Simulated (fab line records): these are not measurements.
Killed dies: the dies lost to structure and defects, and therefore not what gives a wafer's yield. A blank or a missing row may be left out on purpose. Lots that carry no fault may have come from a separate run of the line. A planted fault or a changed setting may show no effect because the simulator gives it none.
Which tool did it? / flow gf180mcu / 30 wafers from 10 lots sampled at 3 of the route's 602 steps

## WHAT EACH GAUGE READ, for each wafer
GF_V2_RS_MEAS_24: the measuring method here is four-point-probe.
lot=L867; measured=day 20 19:17; on=filmMetro-01; V2_W_RS (ohm/sq)=0.326 0.329 0.324
lot=L870; measured=day 21 19:49; on=filmMetro-04; V2_W_RS (ohm/sq)=0.323 0.328 0.330
lot=L871; measured=day 22 04:49; on=filmMetro-03; V2_W_RS (ohm/sq)=0.326 0.326 0.324
lot=L876; measured=day 24 02:01; on=filmMetro-04; V2_W_RS (ohm/sq)=0.329 0.330 0.448 0.329 0.330 0.448
lot=L878; measured=day 24 18:37; on=filmMetro-03; V2_W_RS (ohm/sq)=0.321 0.436 0.433 0.320 0.436 0.433
lot=L881; measured=day 25 14:56; on=filmMetro-01; V2_W_RS (ohm/sq)=0.333 0.333 0.330
lot=L883; measured=day 26 05:25; on=filmMetro-03; V2_W_RS (ohm/sq)=0.333 0.330 0.331
lot=L887; measured=day 27 12:31; on=filmMetro-01; V2_W_RS (ohm/sq)=0.334 0.331 0.331
lot=L888; measured=day 27 21:37; on=filmMetro-03; V2_W_RS (ohm/sq)=0.332 0.330 0.332
lot=L889; measured=day 28 04:28; on=filmMetro-01; V2_W_RS (ohm/sq)=0.331 0.334 0.328

## WHICH TOOL RAN EACH LOT (tool, then ch and the chambers of the sampled wafers, then the start)
lot=L867; GF_V2_CVD_02=pecvd-03 ch 0,1,2, day 19 15:34; GF_V2_CVD_23=cvdW-01 ch 0,1, day 20 19:11
lot=L870; GF_V2_CVD_02=pecvd-02 ch 0,1,2, day 20 17:50; GF_V2_CVD_23=cvdW-01 ch 0,1, day 21 19:40
lot=L871; GF_V2_CVD_02=pecvd-01 ch 0,1,2, day 21 03:57; GF_V2_CVD_23=cvdW-01 ch 0, day 22 04:41
lot=L876; GF_V2_CVD_02=pecvd-02 ch 1,2, day 23 02:16; GF_V2_CVD_23=cvdW-01 ch 0,1, day 24 01:53
lot=L878; GF_V2_CVD_02=pecvd-03 ch 0,1, day 23 18:24; GF_V2_CVD_23=cvdW-01 ch 0,1, day 24 18:29
lot=L881; GF_V2_CVD_02=pecvd-01 ch 0,1,2, day 24 16:13; GF_V2_CVD_23=cvdW-02 ch 0,1, day 25 14:50
lot=L883; GF_V2_CVD_02=pecvd-02 ch 0,1,2, day 25 07:08; GF_V2_CVD_23=cvdW-02 ch 0,1, day 26 05:18
lot=L887; GF_V2_CVD_02=pecvd-02 ch 0,1,2, day 26 14:41; GF_V2_CVD_23=cvdW-02 ch 0,1, day 27 12:24
lot=L888; GF_V2_CVD_02=pecvd-03 ch 1,2, day 26 23:56; GF_V2_CVD_23=cvdW-01 ch 1, day 27 21:30
lot=L889; GF_V2_CVD_02=pecvd-01 ch 0,1,2, day 27 07:13; GF_V2_CVD_23=cvdW-02 ch 0, day 28 04:19
- GF_V2_CVD_02: deposits SiO2 from TEOS, target thk 850 nm, time 94.851 s.
- GF_V2_CVD_23: deposits W, target thk 350 nm, time 104.94 s.

## THE ANSWER, worked out from the rows above alone
Rule: the usual values come from the lots themselves. The widest of any qualifying gaps counts: lots, ordered by their means at a reading, are off when they make up no more than a third of the lots, leave a main group of 4 or more, and stand apart from it by 3 or more times the standard deviation of that group's means. A main group is skipped when, at the precision printed for the reading in the tables above, its means are all equal. Also off: a lot with no number at a reading for which 4 or more lots have one. Where the step has rows for the other lots, those lots are counted as sound.
Off: at GF_V2_RS_MEAS_24 (V2_W_RS), L876, L878. The main group has a mean of 0.330 ohm/sq with a standard deviation of 0.0026.
If a tool, at a process step before that reading, ran all the lots that are off and no sound lot after the first of them, it fits. Gauges at GF_V2_RS_MEAS_24: tried the same way as those tools. Not one of the candidates tried fits.

## WHAT WAS PUT IN BY THE SIMULATOR
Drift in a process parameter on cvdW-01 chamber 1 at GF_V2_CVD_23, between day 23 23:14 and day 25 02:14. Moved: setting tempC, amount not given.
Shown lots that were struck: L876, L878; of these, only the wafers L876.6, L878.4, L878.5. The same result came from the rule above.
